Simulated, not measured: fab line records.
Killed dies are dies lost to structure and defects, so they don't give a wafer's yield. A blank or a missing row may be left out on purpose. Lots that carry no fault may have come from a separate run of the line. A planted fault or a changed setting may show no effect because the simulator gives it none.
fab line records -- flow sky130
record: lots: 24, wafers: 72, lastDay: 50
route steps=708 shown VT_ADJUST_PCH@153 SONOS_ONO@169 VIA2@527 METAL3@567 VIA4@656
lots that met no fault: from a run of the same line without faults
startH: start of the lot's first displayed wafer, in hours after the record's first day -- waitH: hours from the lot's prior step to this one -- " same as the row above -- L1.1+2: a single row standing in for several wafers -- - no value, or no start was given -- * or withheld: withheld -- < > ~ a bound
route shown NAME@n: a module of which the file shows steps, and the number in the route of the first -- usual: the fault-free wafers' mean and standard deviation -- same: alike in all rows -- chamber/n: place in a boat -- sites: per-site readings -- _std_site: their standard deviation -- _edge_site: mean of outer sites minus mean of inner sites -- radiusMm: how far each site lies from the wafer's centre -- mask NAME#n: copy n -- behind: the tool/chamber that last shaped the wafer -- hold: why the lot went on hold/how many hours it stayed there/how the hold came to an end -- device: names the non-switching transistor (n, p or np) -- end of line: the route-end tests of the same wafers -- step lacking rows: just its recipe -- killed: dies lost to structure and defects at the first sort, not the wafer's yield -- map: shows each die of a wafer: x if killed, . if not, _ if none is there
set.NAME: the setting as run; set.NAME@STEP: as run at that earlier step -- model.NAME: the simulator's own value behind a step, which no gauge read
route steps across a sampled set of lots; one table per step, one row per wafer
services: a tool's chamber out of use, with start hour (startH, from the record's first day; less than 0 if before it), hours out, and reason
== steps ==
step: SKY_VT_ADJUST_PCH_TW_MEAS_10
usual: VT_ADJUST_PCH_TW: 142.6/0.83
lot.wafer,tool,chamber,startH,waitH,VT_ADJUST_PCH_TW
L074.1,filmMetro-01,-,223.23,0.1,141.0
L074.2,filmMetro-01,-,223.23,0.1,141.0
L074.3,filmMetro-01,-,223.23,0.1,141.9
L075.1,filmMetro-01,-,232.95,0.1,141.9
L075.3,filmMetro-01,-,232.95,0.1,141.7
L075.6,filmMetro-01,-,232.95,0.1,142.2
L076.4,filmMetro-01,-,239.61,0.1,142.2
L076.5,filmMetro-01,-,239.61,0.1,141.7
L076.6,filmMetro-01,-,239.61,0.1,141.4
L077.1,filmMetro-03,-,249.59,0.1,143.5
L077.2,filmMetro-03,-,249.59,0.1,142.0
L077.3,filmMetro-03,-,249.59,0.1,142.8
L078.1,filmMetro-03,-,258.13,0.1,143.2
L078.2,filmMetro-03,-,258.13,0.1,142.8
L078.5,filmMetro-03,-,258.13,0.1,142.9
L079.2,filmMetro-03,-,265.01,0.1,142.7
L079.3,filmMetro-03,-,265.01,0.1,143.3
L079.6,filmMetro-03,-,265.01,0.1,142.8
L080.1,filmMetro-04,-,266.80,0.1,144.2
L080.2,filmMetro-04,-,266.80,0.1,142.9
L080.5,filmMetro-04,-,266.80,0.1,143.2
L081.1,filmMetro-04,-,275.35,0.1,143.5
L081.2,filmMetro-04,-,275.35,0.1,143.3
L081.6,filmMetro-04,-,275.35,0.1,142.8
L082.1,filmMetro-03,-,295.95,0.1,141.8
L082.3,filmMetro-03,-,295.95,0.1,142.9
L082.6,filmMetro-03,-,295.95,0.1,142.2
L084.3,filmMetro-03,-,304.09,0.1,142.4
L084.4,filmMetro-03,-,304.09,0.1,142.9
L084.6,filmMetro-03,-,304.09,0.1,142.7
L083.3,filmMetro-03,-,305.72,0.1,143.4
L083.4,filmMetro-03,-,305.72,0.1,142.6
L083.5,filmMetro-03,-,305.72,0.1,143.1
L085.1,filmMetro-03,-,316.02,0.1,142.8
L085.4,filmMetro-03,-,316.02,0.1,142.5
L085.5,filmMetro-03,-,316.02,0.1,142.0
L086.2,filmMetro-03,-,319.84,0.1,142.3
L086.3,filmMetro-03,-,319.84,0.1,141.8
L086.4,filmMetro-03,-,319.84,0.1,142.3
L087.1,filmMetro-04,-,325.27,0.1,143.4
L087.3,filmMetro-04,-,325.27,0.1,144.0
L087.4,filmMetro-04,-,325.27,0.1,143.5
L088.3,filmMetro-01,-,332.92,0.1,141.8
L088.4,filmMetro-01,-,332.92,0.1,141.9
L088.6,filmMetro-01,-,332.92,0.1,141.7
L089.3,filmMetro-04,-,335.79,0.1,143.1
L089.4,filmMetro-04,-,335.79,0.1,143.9
L089.6,filmMetro-04,-,335.79,0.1,143.1
L090.2,filmMetro-03,-,348.23,0.1,142.6
L090.3,filmMetro-03,-,348.23,0.1,142.4
L090.4,filmMetro-03,-,348.23,0.1,142.3
L091.2,filmMetro-04,-,352.88,0.1,143.6
L091.4,filmMetro-04,-,352.88,0.1,142.5
L091.6,filmMetro-04,-,352.88,0.1,143.6
L092.2,filmMetro-04,-,363.76,0.1,144.4
L092.3,filmMetro-04,-,363.76,0.1,143.5
L092.6,filmMetro-04,-,363.76,0.1,144.4
L094.2,filmMetro-03,-,377.36,0.1,142.0
L094.3,filmMetro-03,-,377.36,0.1,142.5
L094.5,filmMetro-03,-,377.36,0.1,143.1
L095.1,filmMetro-01,-,382.07,0.1,141.5
L095.2,filmMetro-01,-,382.07,0.1,141.8
L095.4,filmMetro-01,-,382.07,0.1,141.1
L093.1,filmMetro-03,-,384.40,0.1,142.3
L093.3,filmMetro-03,-,384.40,0.1,142.6
L093.5,filmMetro-03,-,384.40,0.1,143.1
L096.1,filmMetro-03,-,391.87,0.1,142.2
L096.2,filmMetro-03,-,391.87,0.1,142.5
L096.4,filmMetro-03,-,391.87,0.1,141.9
L097.1,filmMetro-01,-,400.15,0.1,142.4
L097.4,filmMetro-01,-,400.15,0.1,142.0
L097.5,filmMetro-01,-,400.15,0.1,141.8
step: SKY_SONOS_ONO_THK_MEAS_01
recipe: reads: SiO2_of_SONOS_ONO_OXIDATION_00
usual: SONOS_ONO_OXIDATION_THK: 2.58/0.054
lot.wafer,tool,chamber,startH,waitH,SONOS_ONO_OXIDATION_THK[nm]
L074.1,filmMetro-03,-,247.64,0.0,2.54
L074.2,filmMetro-03,-,247.64,0.0,2.54
L074.3,filmMetro-03,-,247.64,0.0,2.56
L075.1,filmMetro-02,-,258.60,0.0,2.62
L075.3,filmMetro-02,-,258.60,0.0,2.71
L075.6,filmMetro-02,-,258.60,0.0,2.63
L076.4,filmMetro-04,-,265.60,0.0,2.61
L076.5,filmMetro-04,-,265.60,0.0,2.64
L076.6,filmMetro-04,-,265.60,0.0,2.54
L077.1,filmMetro-04,-,275.85,0.0,2.60
L077.2,filmMetro-04,-,275.85,0.0,2.56
L077.3,filmMetro-04,-,275.85,0.0,2.53
L078.1,filmMetro-03,-,284.53,0.0,2.60
L078.2,filmMetro-03,-,284.53,0.0,2.57
L078.5,filmMetro-03,-,284.53,0.0,2.61
L079.2,filmMetro-04,-,292.89,0.0,2.54
L079.3,filmMetro-04,-,292.89,0.0,2.53
L079.6,filmMetro-04,-,292.89,0.0,2.56
L080.1,filmMetro-04,-,294.22,0.0,2.50
L080.2,filmMetro-04,-,294.22,0.0,2.59
L080.5,filmMetro-04,-,294.22,0.0,2.50
L081.1,filmMetro-02,-,303.75,0.0,2.60
L081.2,filmMetro-02,-,303.75,0.0,2.62
L081.6,filmMetro-02,-,303.75,0.0,2.61
L082.1,filmMetro-04,-,324.95,0.0,2.56
L082.3,filmMetro-04,-,324.95,0.0,2.53
L082.6,filmMetro-04,-,324.95,0.0,2.54
L084.3,filmMetro-04,-,332.18,0.0,2.62
L084.4,filmMetro-04,-,332.18,0.0,2.67
L084.6,filmMetro-04,-,332.18,0.0,2.59
L083.3,filmMetro-02,-,333.53,0.0,2.57
L083.4,filmMetro-02,-,333.53,0.0,2.54
L083.5,filmMetro-02,-,333.53,0.0,2.57
L085.1,filmMetro-04,-,343.71,0.0,2.67
L085.4,filmMetro-04,-,343.71,0.0,2.69
L085.5,filmMetro-04,-,343.71,0.0,2.69
L086.2,filmMetro-03,-,349.03,0.0,2.56
L086.3,filmMetro-03,-,349.03,0.0,2.52
L086.4,filmMetro-03,-,349.03,0.0,2.60
L087.1,filmMetro-04,-,354.59,0.0,2.58
L087.3,filmMetro-04,-,354.59,0.0,2.60
L087.4,filmMetro-04,-,354.59,0.0,2.60
L088.3,filmMetro-04,-,362.66,0.0,2.54
L088.4,filmMetro-04,-,362.66,0.0,2.58
L088.6,filmMetro-04,-,362.66,0.0,2.57
L089.3,filmMetro-02,-,365.92,0.0,2.53
L089.4,filmMetro-02,-,365.92,0.0,2.54
L089.6,filmMetro-02,-,365.92,0.0,2.51
L090.2,filmMetro-02,-,378.30,0.0,2.52
L090.3,filmMetro-02,-,378.30,0.0,2.51
L090.4,filmMetro-02,-,378.30,0.0,2.51
L091.2,filmMetro-04,-,382.68,0.0,2.61
L091.4,filmMetro-04,-,382.68,0.0,2.51
L091.6,filmMetro-04,-,382.68,0.0,2.52
L092.2,filmMetro-04,-,395.09,0.0,2.52
L092.3,filmMetro-04,-,395.09,0.0,2.66
L092.6,filmMetro-04,-,395.09,0.0,2.61
L094.2,filmMetro-04,-,409.48,0.0,2.59
L094.3,filmMetro-04,-,409.48,0.0,2.56
L094.5,filmMetro-04,-,409.48,0.0,2.56
L095.1,filmMetro-02,-,415.25,0.0,2.62
L095.2,filmMetro-02,-,415.25,0.0,2.66
L095.4,filmMetro-02,-,415.25,0.0,2.58
L093.1,filmMetro-04,-,416.60,0.0,2.61
L093.3,filmMetro-04,-,416.60,0.0,2.61
L093.5,filmMetro-04,-,416.60,0.0,2.59
L096.1,filmMetro-03,-,425.24,0.0,2.72
L096.2,filmMetro-03,-,425.24,0.0,2.72
L096.4,filmMetro-03,-,425.24,0.0,2.67
L097.1,filmMetro-03,-,433.58,0.0,2.60
L097.4,filmMetro-03,-,433.58,0.0,2.58
L097.5,filmMetro-03,-,433.58,0.0,2.56
step: SKY_VIA2_SPUTTER_20
recipe: material: TiN, targetThkNm: 20, chamberPressurePa: 5, powerW: 4000, timeS: 80
usual: throttleValvePct: 30.1/0.93
lot.wafer,tool,chamber,startH,waitH,throttleValvePct
L074.1,pvdSputter-04,-,846.45,0.0,28.6
L074.2,pvdSputter-04,-,846.45,0.0,30.6
L074.3,pvdSputter-04,-,846.45,0.0,30.0
L075.1,pvdSputter-01,-,850.77,0.0,29.6
L075.3,pvdSputter-01,-,850.77,0.0,30.6
L075.6,pvdSputter-01,-,850.77,0.0,30.5
L076.4,pvdSputter-04,-,864.29,0.0,28.4
L076.5,pvdSputter-04,-,864.29,0.0,29.4
L076.6,pvdSputter-04,-,864.29,0.0,28.5
L077.1,pvdSputter-01,-,882.72,0.0,30.2
L077.2,pvdSputter-01,-,882.72,0.0,30.9
L077.3,pvdSputter-01,-,882.72,0.0,31.6
L078.1,pvdSputter-01,-,883.19,0.0,30.1
L078.2,pvdSputter-01,-,883.19,0.0,31.7
L078.5,pvdSputter-01,-,883.19,0.0,30.1
L080.1,pvdSputter-02,-,889.68,0.0,30.3
L080.2,pvdSputter-02,-,889.68,0.0,30.3
L080.5,pvdSputter-02,-,889.68,0.0,30.4
L079.2,pvdSputter-01,-,891.22,0.0,30.0
L079.3,pvdSputter-01,-,891.22,0.0,30.9
L079.6,pvdSputter-01,-,891.22,0.0,30.9
L081.1,pvdSputter-01,-,899.32,0.0,31.0
L081.2,pvdSputter-01,-,899.32,0.0,31.4
L081.6,pvdSputter-01,-,899.32,0.0,31.6
L082.1,pvdSputter-04,-,921.72,0.0,29.6
L082.3,pvdSputter-04,-,921.72,0.0,30.3
L082.6,pvdSputter-04,-,921.72,0.0,28.4
L084.3,pvdSputter-04,-,923.09,0.0,28.3
L084.4,pvdSputter-04,-,923.09,0.0,30.4
L084.6,pvdSputter-04,-,923.09,0.0,28.4
L083.3,pvdSputter-04,-,928.71,0.0,30.1
L083.4,pvdSputter-04,-,928.71,0.0,29.3
L083.5,pvdSputter-04,-,928.71,0.0,30.5
L085.1,pvdSputter-01,-,936.20,0.0,30.9
L085.4,pvdSputter-01,-,936.20,0.0,30.3
L085.5,pvdSputter-01,-,936.20,0.0,29.7
L086.2,pvdSputter-04,-,937.54,0.0,30.0
L086.3,pvdSputter-04,-,937.54,0.0,28.4
L086.4,pvdSputter-04,-,937.54,0.0,29.4
L087.1,pvdSputter-01,-,948.41,0.0,30.9
L087.3,pvdSputter-01,-,948.41,0.0,29.7
L087.4,pvdSputter-01,-,948.41,0.0,30.5
L088.3,pvdSputter-04,-,954.44,0.0,29.5
L088.4,pvdSputter-04,-,954.44,0.0,28.6
L088.6,pvdSputter-04,-,954.44,0.0,29.4
L089.3,pvdSputter-01,-,957.90,0.0,31.5
L089.4,pvdSputter-01,-,957.90,0.0,29.5
L089.6,pvdSputter-01,-,957.90,0.0,30.6
L090.2,pvdSputter-02,-,962.48,0.0,30.4
L090.3,pvdSputter-02,-,962.48,0.0,28.0
L090.4,pvdSputter-02,-,962.48,0.0,30.9
L091.2,pvdSputter-01,-,973.99,0.0,30.7
L091.4,pvdSputter-01,-,973.99,0.0,31.8
L091.6,pvdSputter-01,-,973.99,0.0,31.0
L092.2,pvdSputter-01,-,981.91,0.0,30.5
L092.3,pvdSputter-01,-,981.91,0.0,31.4
L092.6,pvdSputter-01,-,981.91,0.0,29.5
L094.2,pvdSputter-01,-,989.36,0.0,30.8
L094.3,pvdSputter-01,-,989.36,0.0,29.4
L094.5,pvdSputter-01,-,989.36,0.0,31.3
L093.1,pvdSputter-02,-,995.98,0.0,27.8
L093.3,pvdSputter-02,-,995.98,0.0,30.1
L093.5,pvdSputter-02,-,995.98,0.0,28.0
L095.1,pvdSputter-01,-,996.70,0.0,32.0
L095.2,pvdSputter-01,-,996.70,0.0,30.7
L095.4,pvdSputter-01,-,996.70,0.0,30.6
L096.1,pvdSputter-01,-,1002.26,0.0,29.7
L096.2,pvdSputter-01,-,1002.26,0.0,30.2
L096.4,pvdSputter-01,-,1002.26,0.0,30.8
L097.1,pvdSputter-02,-,1008.88,0.0,30.1
L097.4,pvdSputter-02,-,1008.88,0.0,30.1
L097.5,pvdSputter-02,-,1008.88,0.0,30.7
step: SKY_METAL3_ETCH_17
recipe: target: SiO2, stopOn: TiN, chemistry: C4F8/O2/Ar, sourceW: 1500, biasW: 1200, pressureMtorr: 40, c4f8FlowSccm: withheld, O2_flow_sccm: 6, Ar_flow_sccm: 300, timeS: 3.9, targetDepthA: 150
usual: oesProductAu: 0.754/0.007
lot.wafer,tool,chamber,startH,waitH,oesProductAu,rfHoursCounterH
L074.1,rieDiel-03,0,900.18,0.1,0.747,10
L074.2,rieDiel-03,2,900.18,0.1,0.758,21
L074.3,rieDiel-03,1,900.18,0.1,0.756,11
L075.1,rieDiel-02,2,904.43,0.2,0.746,4
L075.3,rieDiel-02,3,904.43,0.2,0.747,22
L075.6,rieDiel-02,1,904.43,0.2,0.766,-
L076.4,rieDiel-02,2,917.18,0.1,0.747,4
L076.5,rieDiel-02,3,917.18,0.1,0.750,-
L076.6,rieDiel-02,0,917.18,0.1,0.735,-
L077.1,rieDiel-03,1,934.50,0.1,0.752,11
L077.2,rieDiel-03,3,934.50,0.1,0.740,12
L077.3,rieDiel-03,0,934.50,0.1,0.762,11
L078.1,rieDiel-01,3,935.98,0.1,0.750,2
L078.2,rieDiel-01,1,935.98,0.1,0.762,6
L078.5,rieDiel-01,2,935.98,0.1,0.756,-
L080.1,rieDiel-01,0,941.13,0.1,0.745,6
L080.2,rieDiel-01,1,941.13,0.1,0.743,6
L080.5,rieDiel-01,0,941.13,0.1,0.763,-
L079.2,rieDiel-03,2,943.33,0.1,0.753,0
L079.3,rieDiel-03,1,943.33,0.1,0.752,12
L079.6,rieDiel-03,0,943.33,0.1,0.766,-
L081.1,rieDiel-01,1,950.60,0.1,0.747,6
L081.2,rieDiel-01,2,950.60,0.1,0.751,6
L081.6,rieDiel-01,3,950.60,0.1,0.761,-
L082.1,rieDiel-02,2,971.68,0.1,0.752,6
L082.3,rieDiel-02,3,971.68,0.1,0.752,24
L082.6,rieDiel-02,2,971.68,0.1,0.755,-
L084.3,rieDiel-03,3,973.78,0.0,0.755,13
L084.4,rieDiel-03,2,973.78,0.0,0.746,1
L084.6,rieDiel-03,3,973.78,0.0,0.760,-
L083.3,rieDiel-02,1,979.55,0.0,0.752,9
L083.4,rieDiel-02,0,979.55,0.0,0.752,27
L083.5,rieDiel-02,3,979.55,0.0,0.746,-
L085.1,rieDiel-02,1,985.55,0.1,0.750,9
L085.4,rieDiel-02,3,985.55,0.1,0.746,-
L085.5,rieDiel-02,2,985.55,0.1,0.753,-
L086.2,rieDiel-02,2,987.48,0.1,0.758,7
L086.3,rieDiel-02,1,987.48,0.1,0.745,-
L086.4,rieDiel-02,2,987.48,0.1,0.748,-
L087.1,rieDiel-02,2,997.75,0.1,0.758,7
L087.3,rieDiel-02,1,997.75,0.1,0.751,10
L087.4,rieDiel-02,1,997.75,0.1,0.753,-
L088.3,rieDiel-01,2,1004.03,0.0,0.749,7
L088.4,rieDiel-01,0,1004.03,0.0,0.751,7
L088.6,rieDiel-01,0,1004.03,0.0,0.751,-
L089.3,rieDiel-02,1,1006.86,0.1,0.760,10
L089.4,rieDiel-02,3,1006.86,0.1,0.756,25
L089.6,rieDiel-02,3,1006.86,0.1,0.747,-
L090.2,rieDiel-02,2,1011.70,0.1,0.749,8
L090.3,rieDiel-02,3,1011.70,0.1,0.753,25
L090.4,rieDiel-02,1,1011.70,0.1,0.753,11
L091.2,rieDiel-03,2,1022.55,0.1,0.748,2
L091.4,rieDiel-03,0,1022.55,0.1,0.766,13
L091.6,rieDiel-03,0,1022.55,0.1,0.758,-
L092.2,rieDiel-03,2,1030.65,0.1,0.748,3
L092.3,rieDiel-03,1,1030.65,0.1,0.759,14
L092.6,rieDiel-03,3,1030.65,0.1,0.751,-
L094.2,rieDiel-02,3,1037.12,0.1,0.763,26
L094.3,rieDiel-02,1,1037.12,0.1,0.751,11
L094.5,rieDiel-02,2,1037.12,0.1,0.766,-
L093.1,rieDiel-03,2,1042.20,0.1,0.753,3
L093.3,rieDiel-03,1,1042.20,0.1,0.756,15
L093.5,rieDiel-03,3,1042.20,0.1,0.759,-
L095.1,rieDiel-03,1,1044.15,0.1,0.747,15
L095.2,rieDiel-03,3,1044.15,0.1,0.751,15
L095.4,rieDiel-03,0,1044.15,0.1,0.765,14
L096.1,rieDiel-01,0,1049.85,0.1,0.753,9
L096.2,rieDiel-01,2,1049.85,0.1,0.754,9
L096.4,rieDiel-01,3,1049.85,0.1,0.769,6
L097.1,rieDiel-01,2,1054.80,0.1,0.742,9
L097.4,rieDiel-01,1,1054.80,0.1,0.763,10
L097.5,rieDiel-01,2,1054.80,0.1,0.764,-
step: SKY_METAL3_METAL_ETCH_18
recipe: targetDepthA: 8450, stopOn: SiO2, overEtchFrac: 0.3, timeS: 183.1, chemistry: Cl2/BCl3, resistSidewallDeg: 88, pressureMtorr: 10, icpW: 900, biasW: 48.5, Cl2_flow_sccm: 60, bcl3FlowSccm: 30
usual: drypumpMotorCurrentA: 5.7/0.36, oesProductAu: 0.865/0.0064, throttleValvePct: 22.264/0.0081
lot.wafer,tool,chamber,startH,waitH,drypumpMotorCurrentA,oesProductAu,rfHoursCounterH,throttleValvePct
L074.1,rieMetal-01,1,900.19,0.0,5.7,0.863,9,22.268
L074.2,rieMetal-01,0,900.19,0.0,6.1,0.866,11,22.257
L074.3,rieMetal-01,1,900.19,0.0,5.7,0.848,-,22.251
L075.1,rieMetal-02,0,904.45,0.0,5.0,0.872,9,22.253
L075.3,rieMetal-02,0,904.45,0.0,5.0,0.864,-,22.273
L075.6,rieMetal-02,0,904.45,0.0,5.0,0.867,-,22.261
L076.4,rieMetal-01,1,917.26,0.1,5.7,0.865,-,22.269
L076.5,rieMetal-01,1,917.26,0.1,5.7,0.859,-,22.255
L076.6,rieMetal-01,0,917.26,0.1,6.1,0.861,-,22.267
L077.1,rieMetal-02,1,934.52,0.0,5.5,0.877,1,22.273
L077.2,rieMetal-02,0,934.52,0.0,5.0,0.868,12,22.263
L077.3,rieMetal-02,0,934.52,0.0,5.0,0.865,-,22.258
L078.1,rieMetal-04,0,935.99,0.0,6.1,0.862,1,22.267
L078.2,rieMetal-04,1,935.99,0.0,5.8,0.860,15,22.273
L078.5,rieMetal-04,0,935.99,0.0,6.1,0.876,-,22.257
L080.1,rieMetal-01,1,941.14,0.0,5.8,0.866,10,22.282
L080.2,rieMetal-01,0,941.14,0.0,6.1,0.873,13,22.267
L080.5,rieMetal-01,0,941.14,0.0,6.1,0.866,-,22.249
L079.2,rieMetal-04,0,943.34,0.0,6.0,0.864,1,22.271
L079.3,rieMetal-04,0,943.34,0.0,6.1,0.854,-,22.262
L079.6,rieMetal-04,0,943.34,0.0,6.1,0.857,-,22.257
L081.1,rieMetal-04,1,950.62,0.0,5.9,0.861,16,22.272
L081.2,rieMetal-04,0,950.62,0.0,6.1,0.861,2,22.261
L081.6,rieMetal-04,1,950.62,0.0,5.8,0.853,-,22.265
L082.1,rieMetal-01,1,971.70,0.0,5.7,0.870,12,22.271
L082.3,rieMetal-01,1,971.70,0.0,5.7,0.862,-,22.275
L082.6,rieMetal-01,1,971.70,0.0,5.7,0.868,-,22.254
L084.3,rieMetal-01,1,973.91,0.1,5.7,0.867,-,22.260
L084.4,rieMetal-01,1,973.91,0.1,5.7,0.871,-,22.271
L084.6,rieMetal-01,1,973.91,0.1,5.7,0.882,-,22.255
L083.3,rieMetal-01,1,979.63,0.1,5.7,0.857,-,22.258
L083.4,rieMetal-01,0,979.63,0.1,6.1,0.865,-,22.267
L083.5,rieMetal-01,0,979.63,0.1,6.1,0.865,-,22.267
L085.1,rieMetal-02,1,985.57,0.0,5.5,0.859,3,22.273
L085.4,rieMetal-02,0,985.57,0.0,5.0,0.867,-,22.265
L085.5,rieMetal-02,0,985.57,0.0,5.0,0.870,-,22.280
L086.2,rieMetal-01,0,987.50,0.0,6.1,0.853,16,22.249
L086.3,rieMetal-01,1,987.50,0.0,5.7,0.862,-,22.250
L086.4,rieMetal-01,0,987.50,0.0,6.1,0.865,-,22.272
L087.1,rieMetal-04,1,997.77,0.0,5.8,0.861,18,22.267
L087.3,rieMetal-04,1,997.77,0.0,5.8,0.865,-,22.262
L087.4,rieMetal-04,0,997.77,0.0,6.1,0.867,-,22.256
L088.3,rieMetal-04,1,1004.10,0.1,5.8,0.859,-,22.267
L088.4,rieMetal-04,0,1004.10,0.1,6.1,0.860,-,22.267
L088.6,rieMetal-04,0,1004.10,0.1,6.0,0.851,-,22.265
L089.3,rieMetal-04,1,1006.93,0.1,5.9,0.857,-,22.253
L089.4,rieMetal-04,0,1006.93,0.1,6.0,0.852,-,22.258
L089.6,rieMetal-04,0,1006.93,0.1,6.0,0.865,-,22.269
L090.2,rieMetal-01,1,1011.72,0.0,5.8,0.865,15,22.258
L090.3,rieMetal-01,1,1011.72,0.0,5.8,0.872,-,22.254
L090.4,rieMetal-01,0,1011.72,0.0,6.1,0.877,-,22.258
L091.2,rieMetal-01,0,1022.57,0.0,6.1,0.867,17,22.260
L091.4,rieMetal-01,1,1022.57,0.0,5.7,0.864,-,22.267
L091.6,rieMetal-01,1,1022.57,0.0,5.7,0.859,-,22.261
L092.2,rieMetal-02,1,1030.67,0.0,5.6,0.859,6,22.254
L092.3,rieMetal-02,0,1030.67,0.0,5.0,0.853,-,22.268
L092.6,rieMetal-02,0,1030.67,0.0,5.0,0.869,-,22.265
L094.2,rieMetal-04,0,1037.14,0.0,6.0,0.876,6,22.262
L094.3,rieMetal-04,0,1037.14,0.0,6.0,0.883,-,22.268
L094.5,rieMetal-04,1,1037.14,0.0,5.8,0.866,-,22.255
L093.1,rieMetal-02,1,1042.22,0.0,5.5,0.871,6,22.252
L093.3,rieMetal-02,0,1042.22,0.0,5.0,0.870,-,22.266
L093.5,rieMetal-02,1,1042.22,0.0,5.5,0.864,-,22.268
L095.1,rieMetal-02,0,1044.17,0.0,5.0,0.869,17,22.259
L095.2,rieMetal-02,1,1044.17,0.0,5.6,0.866,7,22.278
L095.4,rieMetal-02,1,1044.17,0.0,5.5,0.865,-,22.273
L096.1,rieMetal-01,1,1049.87,0.0,5.7,0.869,16,22.261
L096.2,rieMetal-01,0,1049.87,0.0,6.1,0.863,19,22.266
L096.4,rieMetal-01,0,1049.87,0.0,6.1,0.867,-,22.259
L097.1,rieMetal-02,1,1054.82,0.0,5.6,0.862,7,22.257
L097.4,rieMetal-02,1,1054.82,0.0,5.5,0.869,-,22.245
L097.5,rieMetal-02,1,1054.82,0.0,5.6,0.870,-,22.257
step: SKY_VIA4_SPUTTER_17
recipe: material: TiN, targetThkNm: 20, chamberPressurePa: 5, powerW: 4000, timeS: 80
usual: throttleValvePct: 30.0/0.96
lot.wafer,tool,chamber,startH,waitH,throttleValvePct
L074.1,pvdSputter-01,-,1004.10,0.0,31.4
L074.2,pvdSputter-01,-,1004.10,0.0,29.5
L074.3,pvdSputter-01,-,1004.10,0.0,30.3
L075.1,pvdSputter-03,-,1006.20,0.0,31.7
L075.3,pvdSputter-03,-,1006.20,0.0,29.5
L075.6,pvdSputter-03,-,1006.20,0.0,31.6
L076.4,pvdSputter-01,-,1019.81,0.0,30.7
L076.5,pvdSputter-01,-,1019.81,0.0,29.5
L076.6,pvdSputter-01,-,1019.81,0.0,30.3
L077.1,pvdSputter-04,-,1034.64,0.0,30.3
L077.2,pvdSputter-04,-,1034.64,0.0,28.4
L077.3,pvdSputter-04,-,1034.64,0.0,30.3
L078.1,pvdSputter-04,-,1036.35,0.0,28.5
L078.2,pvdSputter-04,-,1036.35,0.0,30.2
L078.5,pvdSputter-04,-,1036.35,0.0,30.3
L080.1,pvdSputter-03,-,1041.75,0.0,29.6
L080.2,pvdSputter-03,-,1041.75,0.0,31.4
L080.5,pvdSputter-03,-,1041.75,0.0,28.8
L079.2,pvdSputter-01,-,1042.32,0.0,29.4
L079.3,pvdSputter-01,-,1042.32,0.0,30.4
L079.6,pvdSputter-01,-,1042.32,0.0,30.8
L081.1,pvdSputter-01,-,1049.92,0.0,30.2
L081.2,pvdSputter-01,-,1049.92,0.0,30.9
L081.6,pvdSputter-01,-,1049.92,0.0,30.9
L082.1,pvdSputter-04,-,1067.67,0.0,28.7
L082.3,pvdSputter-04,-,1067.67,0.0,30.2
L082.6,pvdSputter-04,-,1067.67,0.0,30.6
L084.3,pvdSputter-03,-,1070.42,0.0,29.1
L084.4,pvdSputter-03,-,1070.42,0.0,31.7
L084.6,pvdSputter-03,-,1070.42,0.0,29.4
L083.3,pvdSputter-03,-,1074.91,0.0,30.9
L083.4,pvdSputter-03,-,1074.91,0.0,28.7
L083.5,pvdSputter-03,-,1074.91,0.0,29.5
L085.1,pvdSputter-04,-,1082.21,0.0,30.3
L085.4,pvdSputter-04,-,1082.21,0.0,28.7
L085.5,pvdSputter-04,-,1082.21,0.0,29.4
L086.2,pvdSputter-01,-,1083.21,0.0,31.0
L086.3,pvdSputter-01,-,1083.21,0.0,31.4
L086.4,pvdSputter-01,-,1083.21,0.0,30.6
L087.1,pvdSputter-04,-,1092.26,0.0,30.2
L087.3,pvdSputter-04,-,1092.26,0.0,29.4
L087.4,pvdSputter-04,-,1092.26,0.0,30.5
L088.3,pvdSputter-01,-,1095.23,0.0,29.3
L088.4,pvdSputter-01,-,1095.23,0.0,31.1
L088.6,pvdSputter-01,-,1095.23,0.0,31.4
L089.3,pvdSputter-04,-,1099.19,0.0,30.1
L089.4,pvdSputter-04,-,1099.19,0.0,29.2
L089.6,pvdSputter-04,-,1099.19,0.0,29.3
L090.2,pvdSputter-03,-,1105.02,0.0,31.1
L090.3,pvdSputter-03,-,1105.02,0.0,29.0
L090.4,pvdSputter-03,-,1105.02,0.0,31.6
L091.2,pvdSputter-04,-,1112.27,0.0,28.4
L091.4,pvdSputter-04,-,1112.27,0.0,30.1
L091.6,pvdSputter-04,-,1112.27,0.0,28.4
L092.2,pvdSputter-04,-,1119.54,0.0,29.4
L092.3,pvdSputter-04,-,1119.54,0.0,30.1
L092.6,pvdSputter-04,-,1119.54,0.0,28.6
L094.2,pvdSputter-04,-,1127.78,0.0,30.2
L094.3,pvdSputter-04,-,1127.78,0.0,28.4
L094.5,pvdSputter-04,-,1127.78,0.0,28.5
L093.1,pvdSputter-03,-,1131.26,0.0,31.5
L093.3,pvdSputter-03,-,1131.26,0.0,29.6
L093.5,pvdSputter-03,-,1131.26,0.0,29.5
L095.1,pvdSputter-01,-,1132.23,0.0,30.0
L095.2,pvdSputter-01,-,1132.23,0.0,31.3
L095.4,pvdSputter-01,-,1132.23,0.0,29.4
L096.1,pvdSputter-03,-,1137.25,0.0,31.9
L096.2,pvdSputter-03,-,1137.25,0.0,28.8
L096.4,pvdSputter-03,-,1137.25,0.0,31.0
L097.1,pvdSputter-04,-,1140.89,0.0,28.5
L097.4,pvdSputter-04,-,1140.89,0.0,29.5
L097.5,pvdSputter-04,-,1140.89,0.0,30.3
== services ==
tool,chamber,startH,hours,kind
rieDiel-03,0,831.37,6.7,repair
pvdSputter-01,-,834.76,4.5,repair
rieMetal-04,1,859.94,6.9,repair
rieMetal-01,-,911.56,2.8,pm
pvdSputter-01,-,923.44,2.4,repair
pvdSputter-03,-,924.54,0.7,repair
pvdSputter-04,-,939.48,7.5,repair
rieDiel-02,1,940.97,7.1,repair
pvdSputter-01,-,948.70,1.9,repair
pvdSputter-03,-,953.60,6.0,repair
pvdSputter-03,-,954.75,1.9,repair
rieMetal-01,0,970.21,5.3,repair
rieDiel-02,0,980.81,16.0,repair
rieMetal-04,0,983.04,1.4,repair
rieDiel-02,3,987.27,14.8,repair
pvdSputter-01,-,998.38,2.1,repair
rieMetal-01,1,1027.81,12.4,repair
rieDiel-02,3,1043.51,118.2,repair
rieMetal-01,-,1050.84,0.1,repair
pvdSputter-01,-,1063.41,7.6,repair
rieDiel-03,0,1071.10,20.6,repair
pvdSputter-01,-,1079.57,3.6,repair
rieDiel-02,0,1086.20,4.1,repair
rieDiel-03,2,1124.57,6.3,repair
== key ==
fault none
